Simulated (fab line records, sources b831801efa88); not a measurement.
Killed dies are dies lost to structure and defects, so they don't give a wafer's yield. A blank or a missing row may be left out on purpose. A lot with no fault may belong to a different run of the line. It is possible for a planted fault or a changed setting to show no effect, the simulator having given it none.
Struck lot and sound lot, side by side || flow sky130 || 15 steps out of a route of 708
Sound: wafers L501.2, L501.4, L501.5. Struck: wafer L499.6. (L499.1, L499.3 of the same lot were not struck and are left out.) The cause comes at the end.
For every step that has rows: the tool of each side, followed by ch and its chambers, followed by its first start. Under that, the readings that differ: sound wafers || struck wafers || difference of the means || sigmas: that difference in standard deviations of wafers without a fault.
alike: words and numbers the same on both sides, and readings whose means are apart by under 2 such deviations; not compared: readings that were withheld, readings missing a value for some wafer, numbers with overlapping values and no deviation given by the record, and bounds like >300 which may hide the same value.
The two part at a step that has a row with sigmas, a row that says differs or no value, or rows on one side only. Numbers that have no deviation but don't overlap get no sigmas and don't part them. A reading that every wafer of one side lacks parts them only if that side has two wafers or more.

first, 5 steps without rows for these wafers: SKY_LI_CONTACT_COAT_07 (resist thk 450 nm); SKY_LI_CONTACT_SOFTBAKE_08 (time 90 s); SKY_LI_CONTACT_EXPOSE_09 (exposes mask LICM1, target cd 170 nm); SKY_LI_CONTACT_PEB_10; SKY_LI_CONTACT_DEVELOP_11 (develop time 60 s).
SKY_LI_CONTACT_CD_MEAS_12: the cd target is 170 nm.
  sound: cd sem-02 at day 35 10:16; struck: cd sem-01 at day 34 23:50
  alike: cd nm
SKY_LI_CONTACT_OVL_MEAS_13:
  sound: overlay-02 at day 35 10:22; struck: overlay-01 at day 34 23:58
  alike: LI_CONTACT_OVL
SKY_LI_CONTACT_ETCH_14: etches BARC in N2/H2, stops on SiO2, time 45.9 s, target depth 60 nm.
  sound on rie diel-03 ch 0,1,2, day 35 10:23; struck on rie diel-02 ch 2, day 34 23:59
  alike: drypump motor current A, oes product au, throttle valve pct
  not compared: rf hours counter h
SKY_LI_CONTACT_ETCH_15: etches PSG in C4F8/O2/Ar, stops on Si, target depth 600 nm.
  sound on rie diel-03 ch 0,1,2, day 35 10:26; struck on rie diel-02 ch 2, day 35 00:02
  alike: oes product au
SKY_LI_CONTACT_STRIP_16: strips in O2/N2.
  sound on plasma asher-03 ch 0,1, day 35 10:31; struck on plasma asher-02 ch 0, day 35 00:07
  alike: drypump motor current A, oes product au, strip time to endpoint s
  not compared: rf hours counter h
then, 2 steps without rows for these wafers: SKY_LI_CONTACT_CLEAN_17 (cleans in NMP, time 600 s); SKY_LI_CONTACT_PRE_CLEAN_18 (time 5.6 s).
SKY_LI_CONTACT_SPUTTER_19: material Ti, target thk 20 nm, time 106.37 s.
  sound: pvd sputter-04 at day 35 10:49; struck: pvd sputter-02 at day 35 00:25
{"reading": "throttle valve pct (%)", "sound": "28.5 29.8 31.0", "struck": 27.2, "difference": -2.6, "sigmas": -2}
{"reading": "model.Ti_of_LI_CONTACT_SPUTTER_19.thk nm (nm)", "sound": "19.78 19.69 19.89", "struck": 22.1, "difference": "+2.3", "sigmas": ""}
  alike: substrate temp c
SKY_LI_CONTACT_SPUTTER_20: material TiN, target thk 20 nm, time 80 s.
  sound: pvd sputter-04 at day 35 10:53; struck: pvd sputter-02 at day 35 00:29
{"reading": "throttle valve pct (%)", "sound": "28.8 29.9 30.6", "struck": 27.5, "difference": -2.3, "sigmas": -2}
following that, these wafers have no rows for 1 step: SKY_PAD_OPEN_PROBE_99.

== WHERE THEY PART ==
Earliest at SKY_LI_CONTACT_SPUTTER_19; latest, in this record, at SKY_LI_CONTACT_SPUTTER_20.

WHY: the cause the simulator had injected
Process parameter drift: pvd sputter-02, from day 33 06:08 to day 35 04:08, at SKY_LI_CONTACT_SPUTTER_19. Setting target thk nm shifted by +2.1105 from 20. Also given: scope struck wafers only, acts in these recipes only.
